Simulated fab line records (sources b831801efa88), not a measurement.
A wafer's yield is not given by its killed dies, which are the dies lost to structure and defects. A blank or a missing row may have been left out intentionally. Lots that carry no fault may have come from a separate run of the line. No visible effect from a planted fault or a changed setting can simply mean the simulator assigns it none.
Which tool did it? || flow gf180mcu || Sampling: 14 lots, 40 wafers, 5 of 602 route steps

WHAT THE GAUGES READ, wafer by wafer
GF_VT_IMPLANT_OVL_MEAS_40. Usual: VT_IMPLANT_03_OVL -0.5 nm, standard deviation 1.3.
{"lot": "L124", "measured": "day 7 11:50", "on": "overlay-02", "VT_IMPLANT_03_OVL (nm)": "1.0 -1.1 -1.9", "flag": ""}
{"lot": "L125", "measured": "day 7 16:01", "on": "overlay-01", "VT_IMPLANT_03_OVL (nm)": "-1.9 -0.9 -2.7", "flag": ""}
{"lot": "L126", "measured": "day 8 01:58", "on": "overlay-01", "VT_IMPLANT_03_OVL (nm)": "-3.4 -0.5 -1.2", "flag": ""}
{"lot": "L127", "measured": "day 8 07:40", "on": "overlay-02", "VT_IMPLANT_03_OVL (nm)": "-0.4 0.5 -2.2", "flag": ""}
{"lot": "L128", "measured": "day 8 14:22", "on": "overlay-02", "VT_IMPLANT_03_OVL (nm)": "-1.1 -1.0 -2.2", "flag": ""}
{"lot": "L129", "measured": "day 8 21:13", "on": "overlay-01", "VT_IMPLANT_03_OVL (nm)": "1.7 2.6 1.9", "flag": ""}
{"lot": "L131", "measured": "day 9 08:02", "on": "overlay-01", "VT_IMPLANT_03_OVL (nm)": "0.5 0.2", "flag": ""}
{"lot": "L132", "measured": "day 10 02:58", "on": "overlay-01", "VT_IMPLANT_03_OVL (nm)": "-1.4 -1.9 -1.8", "flag": ""}
{"lot": "L137", "measured": "day 11 12:04", "on": "overlay-01", "VT_IMPLANT_03_OVL (nm)": "-2.5 0.1", "flag": ""}
{"lot": "L139", "measured": "day 11 19:07", "on": "overlay-02", "VT_IMPLANT_03_OVL (nm)": "-0.1 -0.6 -1.2", "flag": ""}
{"lot": "L140", "measured": "day 12 03:02", "on": "overlay-01", "VT_IMPLANT_03_OVL (nm)": "0.5 0.6 0.3", "flag": ""}
{"lot": "L142", "measured": "day 12 13:56", "on": "overlay-02", "VT_IMPLANT_03_OVL (nm)": "-0.5 -2.0 -1.9", "flag": ""}
{"lot": "L144", "measured": "day 13 05:40", "on": "overlay-02", "VT_IMPLANT_03_OVL (nm)": "-1.4 1.7 1.4", "flag": ""}
{"lot": "L147", "measured": "day 14 02:44", "on": "overlay-01", "VT_IMPLANT_03_OVL (nm)": "-3.8 -0.9 -4.6", "flag": ""}

GF_VT_IMPLANT_RS_MEAS_46: uses a four-point probe to measure. Usual: MVSD_RS 456.5 ohm/sq, standard deviation 1.3.
{"lot": "L124", "measured": "day 7 12:20", "on": "film-metro-01", "MVSD_RS (ohm/sq)": "456.6 456.7 455.6", "flag": ""}
{"lot": "L125", "measured": "day 7 16:31", "on": "film-metro-03", "MVSD_RS (ohm/sq)": "456.8 458.0 457.6", "flag": ""}
{"lot": "L126", "measured": "day 8 02:28", "on": "film-metro-01", "MVSD_RS (ohm/sq)": "455.3 455.8 456.7", "flag": ""}
{"lot": "L127", "measured": "day 8 08:10", "on": "film-metro-03", "MVSD_RS (ohm/sq)": "458.1 457.2 457.6", "flag": ""}
{"lot": "L128", "measured": "day 8 14:53", "on": "film-metro-03", "MVSD_RS (ohm/sq)": "456.6 457.7 456.0", "flag": ""}
{"lot": "L129", "measured": "day 8 21:43", "on": "film-metro-01", "MVSD_RS (ohm/sq)": "459.2 456.8 458.9", "flag": ""}
{"lot": "L131", "measured": "day 9 08:35", "on": "film-metro-03", "MVSD_RS (ohm/sq)": "455.9 456.0", "flag": ""}
{"lot": "L132", "measured": "day 10 03:29", "on": "film-metro-03", "MVSD_RS (ohm/sq)": "458.6 457.5 458.3", "flag": ""}
{"lot": "L137", "measured": "day 11 12:34", "on": "film-metro-01", "MVSD_RS (ohm/sq)": "457.1 457.7", "flag": ""}
{"lot": "L139", "measured": "day 11 19:37", "on": "film-metro-04", "MVSD_RS (ohm/sq)": "454.2 453.7 454.7", "flag": ""}
{"lot": "L140", "measured": "day 12 03:33", "on": "film-metro-03", "MVSD_RS (ohm/sq)": "458.6 456.0 457.2", "flag": ""}
{"lot": "L142", "measured": "day 12 14:28", "on": "film-metro-04", "MVSD_RS (ohm/sq)": "457.1 456.2 454.9", "flag": ""}
{"lot": "L144", "measured": "day 13 06:10", "on": "film-metro-01", "MVSD_RS (ohm/sq)": "456.3 455.7 455.4", "flag": ""}
{"lot": "L147", "measured": "day 14 03:15", "on": "film-metro-03", "MVSD_RS (ohm/sq)": "456.8 457.1 458.6", "flag": ""}

WHICH TOOL RAN EACH LOT (tool, then ch and the chambers of the sampled wafers, then the start)
{"lot": "L124", "GF_STI_ETCH_14": "rie-si-01 ch 0,1,3, day 2 01:40", "GF_STI_STRIP_15": "plasma-asher-02 ch 0,1, day 2 01:45", "GF_NWELL_STRIP_10": "plasma-asher-04 ch 1, day 3 07:07"}
{"lot": "L125", "GF_STI_ETCH_14": "rie-si-01 ch 0,1,3, day 2 07:07", "GF_STI_STRIP_15": "plasma-asher-03 ch 0,1, day 2 07:12", "GF_NWELL_STRIP_10": "plasma-asher-04 ch 1, day 3 13:04"}
{"lot": "L126", "GF_STI_ETCH_14": "rie-si-01 ch 2,3, day 2 13:22", "GF_STI_STRIP_15": "plasma-asher-04 ch 0,1, day 2 13:27", "GF_NWELL_STRIP_10": "plasma-asher-01 ch 0,1, day 3 20:22"}
{"lot": "L127", "GF_STI_ETCH_14": "rie-si-01 ch 0,2, day 2 16:28", "GF_STI_STRIP_15": "plasma-asher-03 ch 0,1, day 2 16:32", "GF_NWELL_STRIP_10": "plasma-asher-04 ch 0,1, day 4 00:22"}
{"lot": "L128", "GF_STI_ETCH_14": "rie-si-01 ch 0,2,3, day 2 23:09", "GF_STI_STRIP_15": "plasma-asher-02 ch 0,1, day 2 23:14", "GF_NWELL_STRIP_10": "plasma-asher-01 ch 0,1, day 4 06:07"}
{"lot": "L129", "GF_STI_ETCH_14": "rie-si-02 ch 0,2,3, day 3 02:42", "GF_STI_STRIP_15": "plasma-asher-04 ch 0,1, day 3 02:47", "GF_NWELL_STRIP_10": "plasma-asher-01 ch 0,1, day 4 10:40"}
{"lot": "L131", "GF_STI_ETCH_14": "rie-si-02 ch 0,3, day 3 13:22", "GF_STI_STRIP_15": "plasma-asher-03 ch 0,1, day 3 13:26", "GF_NWELL_STRIP_10": "plasma-asher-04 ch 0,1, day 4 20:20"}
{"lot": "L132", "GF_STI_ETCH_14": "rie-si-01 ch 0,3, day 3 18:24", "GF_STI_STRIP_15": "plasma-asher-04 ch 0,1, day 3 18:29", "GF_NWELL_STRIP_10": "plasma-asher-04 ch 0,1, day 5 09:52"}
{"lot": "L137", "GF_STI_ETCH_14": "rie-si-02 ch 0,1, day 5 01:21", "GF_STI_STRIP_15": "plasma-asher-03 ch 0,1, day 5 01:26", "GF_NWELL_STRIP_10": "plasma-asher-03 ch 1, day 6 13:07"}
{"lot": "L139", "GF_STI_ETCH_14": "rie-si-01 ch 0,1,3, day 5 08:25", "GF_STI_STRIP_15": "plasma-asher-03 ch 0,1, day 5 08:30", "GF_NWELL_STRIP_10": "plasma-asher-03 ch 0,1, day 6 19:58"}
{"lot": "L140", "GF_STI_ETCH_14": "rie-si-01 ch 0,2,3, day 5 13:31", "GF_STI_STRIP_15": "plasma-asher-04 ch 0,1, day 5 13:36", "GF_NWELL_STRIP_10": "plasma-asher-03 ch 0,1, day 7 00:43"}
{"lot": "L142", "GF_STI_ETCH_14": "rie-si-01 ch 1,2,3, day 5 21:57", "GF_STI_STRIP_15": "plasma-asher-02 ch 0,1, day 5 22:04", "GF_NWELL_STRIP_10": "plasma-asher-04 ch 0,1, day 7 09:08"}
{"lot": "L144", "GF_STI_ETCH_14": "rie-si-01 ch 2,3, day 6 10:42", "GF_STI_STRIP_15": "plasma-asher-02 ch 0,1, day 6 10:47", "GF_NWELL_STRIP_10": "plasma-asher-01 ch 0,1, day 7 22:51"}
{"lot": "L147", "GF_STI_ETCH_14": "rie-si-01 ch 1,2, day 6 23:16", "GF_STI_STRIP_15": "plasma-asher-03 ch 0,1, day 6 23:22", "GF_NWELL_STRIP_10": "plasma-asher-01 ch 0,1, day 8 15:05"}
- GF_STI_ETCH_14: etches Si in HBr/Cl2/O2, target depth 360 nm, time 102.9 s.
- GF_STI_STRIP_15: strips in O2/N2.
- GF_NWELL_STRIP_10: strips in O2/N2.

WHAT THE TOOLS THEMSELVES READ (means of the sampled wafers that have a number; where no wafer has one, the mark that the record gives instead)
GF_STI_ETCH_14. Usual: drypump-motor-current-A 5.7 A, standard deviation 0.52; oes-product-au 1.003 a.u., standard deviation 0.011; run-length-s 131.6 s, standard deviation 0.4; throttle-valve-pct 25.655 %, standard deviation 0.011.
{"lot": "L124", "tool": "rie-si-01", "drypump-motor-current-A (A)": 5.9, "oes-product-au (a.u.)": 0.998, "run-length-s (s)": 131.3, "throttle-valve-pct (%)": 25.645, "flag": ""}
{"lot": "L125", "tool": "rie-si-01", "drypump-motor-current-A (A)": 5.9, "oes-product-au (a.u.)": 1.000, "run-length-s (s)": 131.6, "throttle-valve-pct (%)": 25.660, "flag": ""}
{"lot": "L126", "tool": "rie-si-01", "drypump-motor-current-A (A)": 5.4, "oes-product-au (a.u.)": 1.004, "run-length-s (s)": 131.8, "throttle-valve-pct (%)": 25.659, "flag": ""}
{"lot": "L127", "tool": "rie-si-01", "drypump-motor-current-A (A)": 5.2, "oes-product-au (a.u.)": 0.996, "run-length-s (s)": 131.5, "throttle-valve-pct (%)": 25.647, "flag": ""}
{"lot": "L128", "tool": "rie-si-01", "drypump-motor-current-A (A)": 5.4, "oes-product-au (a.u.)": 0.999, "run-length-s (s)": 131.3, "throttle-valve-pct (%)": 25.655, "flag": ""}
{"lot": "L129", "tool": "rie-si-02", "drypump-motor-current-A (A)": 5.7, "oes-product-au (a.u.)": 1.009, "run-length-s (s)": 131.5, "throttle-valve-pct (%)": 25.653, "flag": ""}
{"lot": "L131", "tool": "rie-si-02", "drypump-motor-current-A (A)": 5.6, "oes-product-au (a.u.)": 1.016, "run-length-s (s)": 111.3, "throttle-valve-pct (%)": 25.655, "flag": "OFF"}
{"lot": "L132", "tool": "rie-si-01", "drypump-motor-current-A (A)": 5.5, "oes-product-au (a.u.)": 1.003, "run-length-s (s)": 131.1, "throttle-valve-pct (%)": 25.656, "flag": ""}
{"lot": "L137", "tool": "rie-si-02", "drypump-motor-current-A (A)": 6.1, "oes-product-au (a.u.)": 0.994, "run-length-s (s)": 111.2, "throttle-valve-pct (%)": 25.671, "flag": "OFF"}
{"lot": "L139", "tool": "rie-si-01", "drypump-motor-current-A (A)": 5.9, "oes-product-au (a.u.)": 1.011, "run-length-s (s)": 131.4, "throttle-valve-pct (%)": 25.649, "flag": ""}
{"lot": "L140", "tool": "rie-si-01", "drypump-motor-current-A (A)": 5.4, "oes-product-au (a.u.)": 0.996, "run-length-s (s)": 131.5, "throttle-valve-pct (%)": 25.659, "flag": ""}
{"lot": "L142", "tool": "rie-si-01", "drypump-motor-current-A (A)": 5.9, "oes-product-au (a.u.)": 1.002, "run-length-s (s)": 131.8, "throttle-valve-pct (%)": 25.664, "flag": ""}
{"lot": "L144", "tool": "rie-si-01", "drypump-motor-current-A (A)": 5.4, "oes-product-au (a.u.)": 0.988, "run-length-s (s)": 131.8, "throttle-valve-pct (%)": 25.656, "flag": ""}
{"lot": "L147", "tool": "rie-si-01", "drypump-motor-current-A (A)": 5.8, "oes-product-au (a.u.)": 0.999, "run-length-s (s)": 131.9, "throttle-valve-pct (%)": 25.659, "flag": ""}

GF_STI_STRIP_15. Usual: drypump-motor-current-A 5.6 A, standard deviation 0.71; heater-power-w 354 W, standard deviation 30; oes-product-au 0.383 a.u., standard deviation 0.0056; platen-temp-c 249.99 C, standard deviation 0.17; strip-time-to-endpoint-s 3.71 s, standard deviation 0.058.
{"lot": "L124", "tool": "plasma-asher-02", "drypump-motor-current-A (A)": 5.8, "heater-power-w (W)": 330, "oes-product-au (a.u.)": 0.387, "platen-temp-c (C)": 249.88, "strip-time-to-endpoint-s (s)": 3.72, "flag": ""}
{"lot": "L125", "tool": "plasma-asher-03", "drypump-motor-current-A (A)": 4.8, "heater-power-w (W)": 341, "oes-product-au (a.u.)": 0.379, "platen-temp-c (C)": 250.00, "strip-time-to-endpoint-s (s)": 3.67, "flag": ""}
{"lot": "L126", "tool": "plasma-asher-04", "drypump-motor-current-A (A)": 5.8, "heater-power-w (W)": 397, "oes-product-au (a.u.)": 0.383, "platen-temp-c (C)": 249.92, "strip-time-to-endpoint-s (s)": 3.73, "flag": ""}
{"lot": "L127", "tool": "plasma-asher-03", "drypump-motor-current-A (A)": 4.8, "heater-power-w (W)": 333, "oes-product-au (a.u.)": 0.387, "platen-temp-c (C)": 250.05, "strip-time-to-endpoint-s (s)": 3.76, "flag": ""}
{"lot": "L128", "tool": "plasma-asher-02", "drypump-motor-current-A (A)": 6.3, "heater-power-w (W)": 337, "oes-product-au (a.u.)": 0.373, "platen-temp-c (C)": 249.97, "strip-time-to-endpoint-s (s)": 3.66, "flag": ""}
{"lot": "L129", "tool": "plasma-asher-04", "drypump-motor-current-A (A)": 5.8, "heater-power-w (W)": 396, "oes-product-au (a.u.)": 0.384, "platen-temp-c (C)": 250.10, "strip-time-to-endpoint-s (s)": 3.72, "flag": ""}
{"lot": "L131", "tool": "plasma-asher-03", "drypump-motor-current-A (A)": 4.8, "heater-power-w (W)": 341, "oes-product-au (a.u.)": 0.394, "platen-temp-c (C)": 249.81, "strip-time-to-endpoint-s (s)": 3.94, "flag": "OFF"}
{"lot": "L132", "tool": "plasma-asher-04", "drypump-motor-current-A (A)": 5.5, "heater-power-w (W)": 400, "oes-product-au (a.u.)": 0.382, "platen-temp-c (C)": 250.01, "strip-time-to-endpoint-s (s)": 3.72, "flag": ""}
{"lot": "L137", "tool": "plasma-asher-03", "drypump-motor-current-A (A)": 4.8, "heater-power-w (W)": 341, "oes-product-au (a.u.)": 0.393, "platen-temp-c (C)": 249.91, "strip-time-to-endpoint-s (s)": 3.90, "flag": "OFF"}
{"lot": "L139", "tool": "plasma-asher-03", "drypump-motor-current-A (A)": 4.8, "heater-power-w (W)": 338, "oes-product-au (a.u.)": 0.384, "platen-temp-c (C)": 250.00, "strip-time-to-endpoint-s (s)": 3.69, "flag": ""}
{"lot": "L140", "tool": "plasma-asher-04", "drypump-motor-current-A (A)": 5.8, "heater-power-w (W)": 394, "oes-product-au (a.u.)": 0.390, "platen-temp-c (C)": 250.08, "strip-time-to-endpoint-s (s)": 3.75, "flag": ""}
{"lot": "L142", "tool": "plasma-asher-02", "drypump-motor-current-A (A)": 5.8, "heater-power-w (W)": 335, "oes-product-au (a.u.)": 0.388, "platen-temp-c (C)": 250.07, "strip-time-to-endpoint-s (s)": 3.76, "flag": ""}
{"lot": "L144", "tool": "plasma-asher-02", "drypump-motor-current-A (A)": 6.3, "heater-power-w (W)": 334, "oes-product-au (a.u.)": 0.387, "platen-temp-c (C)": 249.82, "strip-time-to-endpoint-s (s)": 3.80, "flag": ""}
{"lot": "L147", "tool": "plasma-asher-03", "drypump-motor-current-A (A)": 4.8, "heater-power-w (W)": 348, "oes-product-au (a.u.)": 0.386, "platen-temp-c (C)": 250.30, "strip-time-to-endpoint-s (s)": 3.78, "flag": ""}

GF_NWELL_STRIP_10. Usual: drypump-motor-current-A 5.3 A, standard deviation 0.42; heater-power-w 360 W, standard deviation 36; oes-product-au 0.722 a.u., standard deviation 0.0045; platen-temp-c 249.99 C, standard deviation 0.18; strip-time-to-endpoint-s 36.96 s, standard deviation 0.11.
{"lot": "L124", "tool": "plasma-asher-04", "drypump-motor-current-A (A)": 5.2, "heater-power-w (W)": 405, "oes-product-au (a.u.)": 0.722, "platen-temp-c (C)": 249.92, "strip-time-to-endpoint-s (s)": 37.00, "flag": ""}
{"lot": "L125", "tool": "plasma-asher-04", "drypump-motor-current-A (A)": 5.2, "heater-power-w (W)": 408, "oes-product-au (a.u.)": 0.717, "platen-temp-c (C)": 250.23, "strip-time-to-endpoint-s (s)": 37.03, "flag": ""}
{"lot": "L126", "tool": "plasma-asher-01", "drypump-motor-current-A (A)": 5.3, "heater-power-w (W)": 339, "oes-product-au (a.u.)": 0.722, "platen-temp-c (C)": 250.02, "strip-time-to-endpoint-s (s)": 36.93, "flag": ""}
{"lot": "L127", "tool": "plasma-asher-04", "drypump-motor-current-A (A)": 5.5, "heater-power-w (W)": 400, "oes-product-au (a.u.)": 0.726, "platen-temp-c (C)": 249.83, "strip-time-to-endpoint-s (s)": 36.99, "flag": ""}
{"lot": "L128", "tool": "plasma-asher-01", "drypump-motor-current-A (A)": 5.3, "heater-power-w (W)": 342, "oes-product-au (a.u.)": 0.723, "platen-temp-c (C)": 250.18, "strip-time-to-endpoint-s (s)": 36.92, "flag": ""}
{"lot": "L129", "tool": "plasma-asher-01", "drypump-motor-current-A (A)": 5.3, "heater-power-w (W)": 314, "oes-product-au (a.u.)": 0.721, "platen-temp-c (C)": 249.96, "strip-time-to-endpoint-s (s)": 36.87, "flag": ""}
{"lot": "L131", "tool": "plasma-asher-04", "drypump-motor-current-A (A)": 5.5, "heater-power-w (W)": 390, "oes-product-au (a.u.)": 0.722, "platen-temp-c (C)": 250.06, "strip-time-to-endpoint-s (s)": 37.11, "flag": ""}
{"lot": "L132", "tool": "plasma-asher-04", "drypump-motor-current-A (A)": 5.7, "heater-power-w (W)": 399, "oes-product-au (a.u.)": 0.722, "platen-temp-c (C)": 249.83, "strip-time-to-endpoint-s (s)": 37.06, "flag": ""}
{"lot": "L137", "tool": "plasma-asher-03", "drypump-motor-current-A (A)": 4.9, "heater-power-w (W)": 320, "oes-product-au (a.u.)": 0.723, "platen-temp-c (C)": 250.00, "strip-time-to-endpoint-s (s)": 36.69, "flag": ""}
{"lot": "L139", "tool": "plasma-asher-03", "drypump-motor-current-A (A)": 4.9, "heater-power-w (W)": 332, "oes-product-au (a.u.)": 0.734, "platen-temp-c (C)": 249.92, "strip-time-to-endpoint-s (s)": 36.90, "flag": ""}
{"lot": "L140", "tool": "plasma-asher-03", "drypump-motor-current-A (A)": 4.8, "heater-power-w (W)": 336, "oes-product-au (a.u.)": 0.722, "platen-temp-c (C)": 249.97, "strip-time-to-endpoint-s (s)": 37.17, "flag": ""}
{"lot": "L142", "tool": "plasma-asher-04", "drypump-motor-current-A (A)": 5.5, "heater-power-w (W)": 400, "oes-product-au (a.u.)": 0.723, "platen-temp-c (C)": 249.84, "strip-time-to-endpoint-s (s)": 37.04, "flag": ""}
{"lot": "L144", "tool": "plasma-asher-01", "drypump-motor-current-A (A)": 5.3, "heater-power-w (W)": 336, "oes-product-au (a.u.)": 0.725, "platen-temp-c (C)": 249.88, "strip-time-to-endpoint-s (s)": 36.77, "flag": ""}
{"lot": "L147", "tool": "plasma-asher-01", "drypump-motor-current-A (A)": 5.3, "heater-power-w (W)": 337, "oes-product-au (a.u.)": 0.724, "platen-temp-c (C)": 249.92, "strip-time-to-endpoint-s (s)": 36.93, "flag": ""}

THE ANSWER, worked out from the rows above alone
Rule: lot off if the mean of its wafers having a number is beyond 3 standard deviations from the usual mean. A lot without any number at a reading at which 4 lots or more have one is off too. All remaining lots with rows at the step are treated as sound. The gauges are gone through in route order, then the tools' own readings, and for those a lot's mean is taken as printed above. The first step at which some lot is off is used, and at that step the reading that is off furthest; a lot without a number counts as furthest.
Off at GF_STI_ETCH_14 (run-length-s): L131, L137.
If a tool, at that step or one of the process steps before it, ran each lot that is off and ran no sound lot following the first of them, it fits. One candidate fits, namely rie-si-02 at GF_STI_ETCH_14. Its last sound lot is L129 (day 3 02:42), its first lot that is off L131 (day 3 13:22): a fault that began between those two fits.
On the lots that are off, the tool's own readings at GF_STI_ETCH_14 differ by more than 5 times the standard deviation of the sound lots' means, which bears it out; run-length-s reads 111.2 s there versus 131.5 s on the sound lots.

WHAT HAD BEEN PUT IN BY THE SIMULATOR
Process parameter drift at GF_STI_ETCH_14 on rie-si-02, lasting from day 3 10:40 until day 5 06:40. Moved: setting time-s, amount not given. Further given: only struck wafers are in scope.
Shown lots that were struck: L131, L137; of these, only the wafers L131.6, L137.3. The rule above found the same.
